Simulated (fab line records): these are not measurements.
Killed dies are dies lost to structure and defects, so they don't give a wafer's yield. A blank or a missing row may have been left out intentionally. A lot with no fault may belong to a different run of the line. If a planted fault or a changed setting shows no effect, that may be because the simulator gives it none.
Problem report, 8D (eight disciplines) form, completed by code + flow sky130 + the parts of the form that need people (team, actions taken, sign-off) are left out

## 1. THE ISSUE
Wafers without a fault read 100.02 C, standard deviation 0.14; plateTempC at SKY_FIELD_ISO_SOFTBAKE_09 reads a mean of 96.34 C on 6 wafers belonging to 2 lots. That puts it -26 standard deviations away from the usual mean.
The step: time 90 s.
Seen first at day 2 12:00 on lithoTrack-02, wafer L621.2. At this step, 18 wafers from 6 lots have a number in the record. The rule behind "out" and "out of limits": a value lying over 4 standard deviations away from the usual mean. The other wafers with a number count as sound.

## 2. WHAT IT IS, WHAT IT ISN'T
| question                    | is                            | is not                                                                         |
|-----------------------------|-------------------------------|--------------------------------------------------------------------------------|
| which readings at this step | plateTempC, heaterPowerTotalW | -                                                                              |
| which lots                  | L621, L622                    | L618, L636, L640, L641                                                         |
| which wafers of those lots  | all that have a number        | -                                                                              |
| read on which tools         | lithoTrack-02                 | lithoTrack-01, lithoTrack-04                                                   |
| when                        | from day 2 12:00              | up to then (3 sound wafers); but 9 sound wafers of L636, L640, L641 came after |

## 3. WHAT RULES OUT EACH SUSPECT
Counting: a tool stays on the suspect list if, at a process step up to the reading, it processed all lots that are out and no sound lot following the first of them.
- lithoTrack-02 at SKY_FIELD_ISO_SOFTBAKE_09 (time 90 s): ruled out as a lasting fault. The sound lots L636 went through it after L621, its earliest lot that is out (day 2 12:00).
Left after counting: nothing in the record.

## 4. THE CAUSE (what the simulator had put in)
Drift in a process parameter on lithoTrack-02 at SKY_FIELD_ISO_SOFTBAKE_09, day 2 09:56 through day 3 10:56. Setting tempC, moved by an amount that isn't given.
Counting ruled it out, wrongly.

## 5. SEQUENCE OF EFFECTS, ordered by route
Each row: a reading where the mean over the struck wafers with a number is more than 3 standard deviations away from the usual. Readings are gone through only where the record gives a usual standard deviation; hours: the median, over the lots, of the time from a lot's start at the first step in this table giving one to that lot's start at this step; sigmas: the change measured in usual standard deviations.
| hours | step                      | reading           | usual    | on struck wafers | change | sigmas |
|-------|---------------------------|-------------------|----------|------------------|--------|--------|
| 0     | SKY_FIELD_ISO_SOFTBAKE_09 | heaterPowerTotalW | 57.36 W  | 54.51            | -2.85  | -24    |
| 0     | SKY_FIELD_ISO_SOFTBAKE_09 | plateTempC        | 100.02 C | 96.34            | -3.68  | -26    |
It contains these process steps:
- SKY_FIELD_ISO_SOFTBAKE_09: time 90 s.
Later measuring or inspecting steps at which every struck wafer that the step has a row for has a number for every such reading, and none has moved that far: SKY_FIELD_ISO_CD_MEAS_13.

## 6. WHAT WOULD HAVE CAUGHT IT SOONER
The fault began at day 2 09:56; the first out-of-limits reading in this record came at day 2 12:00, 2 hours later.
